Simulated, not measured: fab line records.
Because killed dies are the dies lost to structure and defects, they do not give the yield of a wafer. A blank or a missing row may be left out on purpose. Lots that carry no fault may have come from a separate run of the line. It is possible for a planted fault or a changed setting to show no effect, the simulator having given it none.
Which tool was responsible? -- flow sky130 -- 12 lots, 36 wafers sampled, at 3 steps of a route of 708

WHAT THE GAUGES SHOWED, per wafer
SKY_VIA3_BOW_MEAS_03. Usual: VIA3_BOW typically reads 80 um, with standard deviation 8.
lot,measured,on,VIA3_BOW (um),flag
L957,day 39 01:20,filmMetro-03,73 71 88,
L959,day 39 18:32,filmMetro-03,68 80 79,
L960,day 40 04:28,filmMetro-03,84 85 93,
L961,day 40 10:10,filmMetro-02,88 84 81,
L962,day 40 15:49,filmMetro-02,78 70 76,
L964,day 41 16:29,filmMetro-04,91 101 87,
L966,day 41 19:14,filmMetro-03,77 75 80,
L967,day 41 22:29,filmMetro-02,70 74 62,
L968,day 42 16:34,filmMetro-02,90 87 71,
L969,day 42 20:05,filmMetro-03,82 79 76,
L970,day 43 00:32,filmMetro-02,82 80 81,
L975,day 44 12:16,filmMetro-03,85 75 81,

SKY_CAP2M_THK_MEAS_01. Usual: CAP2M_CVD_00_THK typically reads 15.47 nm, with standard deviation 0.19.
lot,measured,on,CAP2M_CVD_00_THK (nm),flag
L957,day 40 04:22,filmMetro-01,15.64 15.74 15.45,
L959,day 40 21:27,filmMetro-01,15.53 15.58 15.31,
L960,day 41 07:27,filmMetro-01,15.14 15.59 15.61,
L961,day 41 13:02,filmMetro-01,15.53 15.41 15.32,
L962,day 41 17:50,filmMetro-01,15.07 15.41 15.51,
L964,day 42 19:31,filmMetro-01,15.33 15.51 15.56,
L966,day 42 22:16,filmMetro-02,15.54 15.50 15.55,
L967,day 43 01:05,filmMetro-02,15.24 15.46 15.46,
L968,day 43 18:01,filmMetro-01,15.56 15.64 15.62,
L969,day 43 21:29,filmMetro-01,15.61 15.39 15.61,
L970,day 44 01:26,filmMetro-02,15.56 15.12 15.73,
L975,day 45 12:01,filmMetro-01,15.50 15.46 15.60,

WHICH TOOL RAN EACH LOT (tool, then ch and the chambers of the sampled wafers, then the start)
lot,SKY_METAL4_SPUTTER_02
L957,"pvdSputter-01, day 40 04:13"
L959,"pvdSputter-03, day 40 21:19"
L960,"pvdSputter-01, day 41 07:18"
L961,"pvdSputter-01, day 41 12:54"
L962,"pvdSputter-03, day 41 17:42"
L964,"pvdSputter-02, day 42 19:23"
L966,"pvdSputter-02, day 42 22:07"
L967,"pvdSputter-01, day 43 00:57"
L968,"pvdSputter-02, day 43 17:52"
L969,"pvdSputter-01, day 43 21:20"
L970,"pvdSputter-03, day 44 01:18"
L975,"pvdSputter-01, day 45 11:53"
- SKY_METAL4_SPUTTER_02: material AlCu, target thk 735 nm, time 39.1 s.

AS READ BY THE TOOLS THEMSELVES (means over the sampled wafers that have a number; for cases with no such wafer, the mark the record gives instead)
SKY_METAL4_SPUTTER_02. Usual: 30.0 % for throttleValvePct, sd 0.88.
lot,tool,throttleValvePct (%),flag
L957,pvdSputter-01,29.9,
L959,pvdSputter-03,30.2,
L960,pvdSputter-01,29.9,
L961,pvdSputter-01,30.0,
L962,pvdSputter-03,30.3,
L964,pvdSputter-02,30.5,
L966,pvdSputter-02,29.4,
L967,pvdSputter-01,30.2,
L968,pvdSputter-02,30.5,
L969,pvdSputter-01,30.2,
L970,pvdSputter-03,30.0,
L975,pvdSputter-01,30.1,

THE ANSWER, worked out from the rows above alone
Rule: lot off if the mean of its wafers having a number is beyond 3 standard deviations from the usual mean. A lot without any number at a reading at which 4 lots or more have one is off too. Where the step has rows for the other lots, those lots are counted as sound. After the gauges, taken in route order, come the tools' own readings; for these a lot's mean is taken, as printed above. At the first step where some lot is off, the reading lying furthest off is the one used; lots without a number count as furthest.
No lot is off on any of the readings shown, so nothing can be concluded from this.

WHAT THE SIMULATOR PUT IN
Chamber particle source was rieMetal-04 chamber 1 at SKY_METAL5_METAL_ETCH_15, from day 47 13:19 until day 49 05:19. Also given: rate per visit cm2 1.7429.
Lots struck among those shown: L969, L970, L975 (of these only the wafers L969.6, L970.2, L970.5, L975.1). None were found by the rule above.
